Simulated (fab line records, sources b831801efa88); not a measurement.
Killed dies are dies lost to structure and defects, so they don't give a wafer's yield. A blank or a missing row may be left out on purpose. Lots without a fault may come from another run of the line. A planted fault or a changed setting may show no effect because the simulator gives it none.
A struck lot beside a sound one | flow sky130 | 32 steps out of a route of 708
Sound: wafers L418.2, L418.3, L418.5. Struck: wafers L423.1, L423.3, L423.5. The cause comes at the end.
At each step with rows: each side's tool, then ch and its chambers, then its first start. Under that, the readings that differ: sound wafers | struck wafers | difference of the means | sigmas: that difference in standard deviations of wafers without a fault.
alike: readings whose means differ by less than 2 such deviations, and words and numbers that are the same on both sides. not compared: withheld readings, readings that some wafer has no value for, bounds like >300 that may hide the same value, and numbers for which the record gives no deviation and whose values overlap.
The two part at a step that has a row with sigmas, a row that says differs or no value, or rows on one side only. Numbers that don't overlap but have no deviation are shown without sigmas and don't part them. A reading that every wafer of one side lacks parts them only if that side has two wafers or more.

SKY_PWDE_OVL_MEAS_07:
  sound on overlay-01, day 5 00:26; struck on overlay-01, day 6 06:06
  alike: PWDE_OVL
then, 1 step without rows for these wafers: SKY_PWDE_IMPLANT_08.
SKY_PWDE_STRIP_09: strips in O2/N2.
  sound on plasma_asher-03 ch 0,1, day 5 00:37; struck on plasma_asher-01 ch 0,1, day 6 06:17
  reading                      | sound             | struck            | difference | sigmas
  strip_time_to_endpoint_s (s) | 36.97 37.00 37.08 | 36.76 36.73 36.75 | -0.27      | -2
  alike: drypump_motor_current_A, oes_product_au
  not compared: rf_hours_counter_h
SKY_PWDE_TW_MEAS_10:
  sound on film_metro-01, day 5 00:44; struck on film_metro-04, day 6 06:24
  alike: PWDE_TW
then, 7 steps without rows for these wafers: SKY_NWELL_DEHYDRATE_03 (time 60 s); SKY_NWELL_HMDS_04 (prime time 60 s); SKY_NWELL_COAT_05 (resist thk 3000 nm); SKY_NWELL_SOFTBAKE_06; SKY_NWELL_EXPOSE_07 (exposes mask NWM, target cd 840 nm); SKY_NWELL_PEB_08; SKY_NWELL_DEVELOP_09 (develop time 60 s).
SKY_NWELL_OVL_MEAS_10:
  sound on overlay-02, day 5 18:07; struck on overlay-01, day 7 01:04
  alike: NWELL_00_OVL
SKY_NWELL_IMPLANT_11:
  sound on implanter-04 ch 0, day 5 18:10; struck on implanter-04 ch 0, day 7 01:05
  reading            | sound             | struck            | difference | sigmas
  beam_on_s (s)      | 10.07 9.97 9.97   | 7.60 7.62 7.90    | -2.30      | -13
  faraday_current_uA | 106.2 107.4 107.9 | 141.2 141.1 135.6 | +32.1      | +17
then, 2 steps without rows for these wafers: SKY_NWELL_IMPLANT_12; SKY_NWELL_IMPLANT_13.
SKY_NWELL_STRIP_14: strips in O2/N2.
  sound on plasma_asher-02 ch 0,1, day 5 18:35; struck on plasma_asher-02 ch 0,1, day 7 01:32
  alike: drypump_motor_current_A, oes_product_au, strip_time_to_endpoint_s
  not compared: rf_hours_counter_h
SKY_NWELL_TW_MEAS_15:
  sound on film_metro-01, day 5 18:42; struck on film_metro-03, day 7 01:38
  reading  | sound          | struck         | difference | sigmas
  NWELL_TW | 1819 1817 1826 | 1683 1677 1671 | -144       | -12
then, 7 steps without rows for these wafers: SKY_NWELL_DEHYDRATE_16 (time 60 s); SKY_NWELL_HMDS_17 (prime time 60 s); SKY_NWELL_COAT_18 (resist thk 3000 nm); SKY_NWELL_SOFTBAKE_19; SKY_NWELL_EXPOSE_20 (exposes mask NWM COMPLEMENT, target cd 840 nm); SKY_NWELL_PEB_21; SKY_NWELL_DEVELOP_22 (develop time 60 s).
SKY_NWELL_OVL_MEAS_23:
  sound on overlay-02, day 6 12:46; struck on overlay-01, day 7 21:54
  alike: NWELL_01_OVL
then, 1 step without rows for these wafers: SKY_NWELL_IMPLANT_24.
SKY_NWELL_STRIP_25: strips in O2/N2.
  sound on plasma_asher-04 ch 1, day 6 12:56; struck on plasma_asher-04 ch 0,1, day 7 22:05
  alike: drypump_motor_current_A, oes_product_au, strip_time_to_endpoint_s
  not compared: rf_hours_counter_h
SKY_NWELL_TW_MEAS_26:
  sound on film_metro-03, day 6 13:03; struck on film_metro-03, day 7 22:11
  alike: NWELL_2_TW
then, 1 step without rows for these wafers: SKY_NWELL_CLEAN_27 (cleans in SC1/SC2, time 150 s).
SKY_NWELL_RTA_28: time 30 s.
  sound on rtp_anneal-01 ch 0, day 6 13:10; struck on rtp_anneal-02 ch 0, day 7 22:18
  alike: chamber_o2_ppm, lamp_power_pct, wafer_temp_C_max
SKY_NWELL_RS_MEAS_29: measures by four-point-probe.
  sound on film_metro-01, day 6 13:17; struck on film_metro-01, day 7 22:24
  reading           | sound             | struck            | difference | sigmas
  NWELL_RS (ohm/sq) | 622.6 623.7 623.2 | 717.2 719.8 720.4 | +96.0      | +56
-- the record jumps here: 41 days lie between the struck wafers' starts before and after (it left off in module NWELL and takes up again in module PAD_OPEN, whose first step shown is number 708 of the route) --
SKY_PAD_OPEN_PROBE_99:
  sound on prober-02, day 47 12:10; struck on prober-01, day 48 13:19
  reading                                 | sound                         | struck                       | difference | sigmas
  model.etest.nfet_16v.r_on_ohm_um        | 1.382e+04 1.404e+04 1.393e+04 | 1.539e+04 1.51e+04 1.533e+04 | +1.343e+03 |
  model.etest.res_nwell.line_ohm_um       | 1113 1089 1111                | 1452 1345 1442               | +309       |
  model.etest.res_nwell.rs_ohm_sq         | 953.8 932.1 950.8             | 1213 1110 1189               | +225       |
  model.etest.tip_p_5v.rs_ohm_sq          | 2868 2882 2856                | 2804 2802 2804               | -65        |
  model.etest.res_nwell.width_nm (nm)     | 854.6 843.3 848.2             | 830.6 824.4 831.6            | -19.8      |
  model.etest.res_iso_pwell.width_nm (nm) | 2645 2649 2636                | 2650 2672 2663               | +18        |
  model.etest.field_p.vt_v (V)            | -42.08 -40.2 -41.51           | -39.84 -35.83 -39.1          | +3.01      |
  alike: killed_at_M0_to_M3, killed_at_M4_up, killed_at_contacts, killed_at_front_end, killed_at_other, killed_dies, killed_open, killed_short
  not compared: model.etest.pfet_16v.drive_ua_um

WHERE THEY PART
First at SKY_PWDE_STRIP_09; last, within this record, at SKY_NWELL_RS_MEAS_29. Later steps at which nothing parts them and some readings are alike: SKY_PAD_OPEN_PROBE_99.

WHY: what the simulator had put in
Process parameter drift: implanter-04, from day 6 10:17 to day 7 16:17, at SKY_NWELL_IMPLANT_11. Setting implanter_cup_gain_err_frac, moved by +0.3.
